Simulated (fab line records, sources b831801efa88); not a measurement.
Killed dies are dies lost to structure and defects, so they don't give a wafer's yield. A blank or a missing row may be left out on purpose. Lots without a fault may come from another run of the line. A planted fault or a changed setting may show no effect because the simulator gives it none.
A struck lot beside a sound one | flow sky130 | 25 steps out of a route of 708
Sound: wafers L163.1, L163.2, L163.6. Struck: wafer L177.6. (L177.4, L177.5 of the same lot were not struck and are left out.) The cause comes at the end.
At each step with rows: each side's tool, then ch and its chambers, then its first start. Under that, the readings that differ: sound wafers | struck wafers | difference of the means | sigmas: that difference in standard deviations of wafers without a fault.
alike: readings whose means differ by less than 2 such deviations, and words and numbers that are the same on both sides. not compared: withheld readings, readings that some wafer has no value for, bounds like >300 that may hide the same value, and numbers for which the record gives no deviation and whose values overlap.
The two part at a step that has a row with sigmas, a row that says differs or no value, or rows on one side only. Numbers that don't overlap but have no deviation are shown without sigmas and don't part them. A reading that every wafer of one side lacks parts them only if that side has two wafers or more.

first, 3 steps without rows for these wafers: SKY_CAP2M_EXPOSE_09 (exposes mask CAP2M, target cd 1000 nm); SKY_CAP2M_PEB_10; SKY_CAP2M_DEVELOP_11 (develop time 60 s).
SKY_CAP2M_OVL_MEAS_12:
  sound on overlay-02, day 40 19:35; struck on overlay-01, day 46 02:30
  alike: CAP2M_OVL
SKY_CAP2M_METAL_ETCH_13: etches TiN in Cl2/BCl3, stops on SiO2, target depth 220 nm, time 62.9 s.
  sound on rie_metal-02 ch 0,1, day 40 19:37; struck on rie_metal-04 ch 1, day 46 02:33
  alike: bcl3_flow_sccm, chamber_pressure_mTorr, drypump_motor_current_A, oes_product_au, throttle_valve_pct
  not compared: rf_hours_counter_h
SKY_CAP2M_STRIP_14: strips in O2/N2.
  sound on plasma_asher-03 ch 0,1, day 40 19:42; struck on plasma_asher-04 ch 1, day 46 02:38
  alike: chamber_pressure_mTorr, drypump_motor_current_A, o2_flow_sccm, oes_product_au, strip_time_to_endpoint_s
  not compared: rf_hours_counter_h
then, 6 steps without rows for these wafers: SKY_CAP2M_STRIP_15 (strips in post etch residue remover, time 1200 s); SKY_CAP2M_CLEAN_16 (cleans in IPA, time 180 s); SKY_CAP2M_CLEAN_17 (cleans in O3/DIW); SKY_METAL4_DEHYDRATE_05 (time 60 s); SKY_METAL4_HMDS_06 (prime time 60 s); SKY_METAL4_COAT_07 (resist thk 60 nm).
SKY_METAL4_COAT_08: resist thk 1140 nm.
  sound on litho_track-03 ch 0, day 41 07:00; struck on litho_track-02 ch 0, day 46 14:00
  reading                                       | sound          | struck | difference | sigmas
  model.KrF-thick_of_METAL4_COAT_08.thk_nm (nm) | 1143 1139 1139 | 1172   | +32        |
then, 4 steps without rows for these wafers: SKY_METAL4_SOFTBAKE_09 (time 90 s); SKY_METAL4_EXPOSE_10 (exposes mask MM4, target cd 300 nm); SKY_METAL4_PEB_11; SKY_METAL4_DEVELOP_12 (develop time 60 s).
SKY_METAL4_CD_MEAS_13: target cd 300 nm.
  sound on cd_sem-02, day 41 21:20; struck on cd_sem-02, day 46 23:21
  alike: cd_nm
SKY_METAL4_OVL_MEAS_14:
  sound on overlay-02, day 41 21:27; struck on overlay-02, day 46 23:25
  alike: METAL4_OVL
SKY_METAL4_DESCUM_15: chemistry O2, time 8 s.
  sound on rie_metal-04 ch 0,1, day 41 21:29; struck on rie_metal-04 ch 1, day 46 23:27
  alike: chamber_pressure_mTorr, drypump_motor_current_A, oes_product_au
  not compared: rf_hours_counter_h
SKY_METAL4_ETCH_16: etches BARC in N2/H2, stops on SiO2, time 88.2 s, target depth 60 nm.
  sound on rie_metal-04 ch 0,1, day 41 21:31; struck on rie_metal-04 ch 1, day 46 23:31
  reading                | sound                | struck | difference | sigmas
  throttle_valve_pct (%) | 13.193 13.212 13.193 | 13.221 | +0.022     | +3
  alike: chamber_pressure_mTorr, drypump_motor_current_A, oes_product_au
  not compared: rf_hours_counter_h
SKY_METAL4_ETCH_17: etches SiO2 in C4F8/O2/Ar, stops on TiN, time 3.9 s, target depth 15 nm.
  sound on rie_diel-03 ch 1,2, day 41 21:37; struck on rie_diel-01 ch 0, day 46 23:34
  alike: chamber_pressure_mTorr, oes_product_au
  not compared: rf_hours_counter_h
SKY_METAL4_METAL_ETCH_18: etches the open film in Cl2/BCl3, stops on SiO2, target depth 845 nm, time 183.1 s.
  sound on rie_metal-02 ch 0,1, day 41 21:38; struck on rie_metal-02 ch 0, day 46 23:39
  reading                                       | sound           | struck | difference | sigmas
  model.KrF-thick_of_METAL4_COAT_08.thk_nm (nm) | 530.6 518.1 525 | 556.3  | +31.7      |
  alike: bcl3_flow_sccm, chamber_pressure_mTorr, drypump_motor_current_A, oes_product_au, throttle_valve_pct
  not compared: rf_hours_counter_h
SKY_METAL4_STRIP_19: strips in O2/N2.
  sound on plasma_asher-04 ch 0,1, day 41 21:49; struck on plasma_asher-03 ch 1, day 46 23:48
  reading                      | sound             | struck | difference | sigmas
  oes_product_au (a.u.)        | 0.509 0.503 0.492 | 0.527  | +0.026     | +5
  strip_time_to_endpoint_s (s) | 6.57 6.44 6.53    | 6.83   | +0.32      | +4
  alike: chamber_pressure_mTorr, drypump_motor_current_A, o2_flow_sccm
  not compared: rf_hours_counter_h
then, 1 step without rows for these wafers: SKY_METAL4_STRIP_20 (strips in post etch residue remover, time 1200 s).

WHERE THEY PART
First at SKY_METAL4_ETCH_16; last, within this record, at SKY_METAL4_STRIP_19.

WHY: what the simulator had put in
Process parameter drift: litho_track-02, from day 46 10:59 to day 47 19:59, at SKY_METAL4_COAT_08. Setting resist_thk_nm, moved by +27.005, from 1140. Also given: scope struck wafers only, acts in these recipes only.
